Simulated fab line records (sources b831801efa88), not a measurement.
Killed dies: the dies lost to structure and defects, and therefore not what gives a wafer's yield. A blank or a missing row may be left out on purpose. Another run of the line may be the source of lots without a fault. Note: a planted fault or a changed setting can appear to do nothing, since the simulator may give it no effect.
Which tool was responsible? ; flow sky130 ; 21 wafers sampled from 7 lots at 1 step of a route of 708

## WHAT THE GAUGES SHOWED, per wafer
SKY_VT_ADJUST_HVTR_OVL_MEAS_08.
lot;measured;on;VT_ADJUST_HVTR_OVL (nm)
L612;day 9 11:13;overlay-01;-2.3 -0.6 -1.6
L614;day 10 04:42;overlay-02;3.0 0.8 2.6
L616;day 11 00:28;overlay-01;1.5 3.6 2.7
L620;day 12 07:29;overlay-01;0.2 -0.3 -1.1
L627;day 14 12:04;overlay-02;-1.3 -0.3 0.0
L632;day 16 01:03;overlay-01;-1.8 -2.5 -2.0
L633;day 16 17:38;overlay-02;1.8 2.4 0.2

## WHICH TOOL RAN EACH LOT (tool, then ch and the chambers of the sampled wafers, then the start)
Record: no process step prior to these readings.

## THE ANSWER, worked out from the rows above alone
Rule: what is usual is taken from the lots themselves. Put in order of their means at a reading, lots are off if they are a third of the lots or fewer, leave a main group of 4 or more, and stand apart from it by a gap of 3 or more times the standard deviation of the main group's means; of several such gaps the widest counts. Not used: any main group whose means are identical at the precision the tables above print for the reading. Also off: a lot with no number at a reading for which 4 or more lots have one. All remaining lots with rows at the step are treated as sound.
Nothing can be told from this: no lot is off at any reading shown.

## WHAT THE SIMULATOR HAD PUT IN
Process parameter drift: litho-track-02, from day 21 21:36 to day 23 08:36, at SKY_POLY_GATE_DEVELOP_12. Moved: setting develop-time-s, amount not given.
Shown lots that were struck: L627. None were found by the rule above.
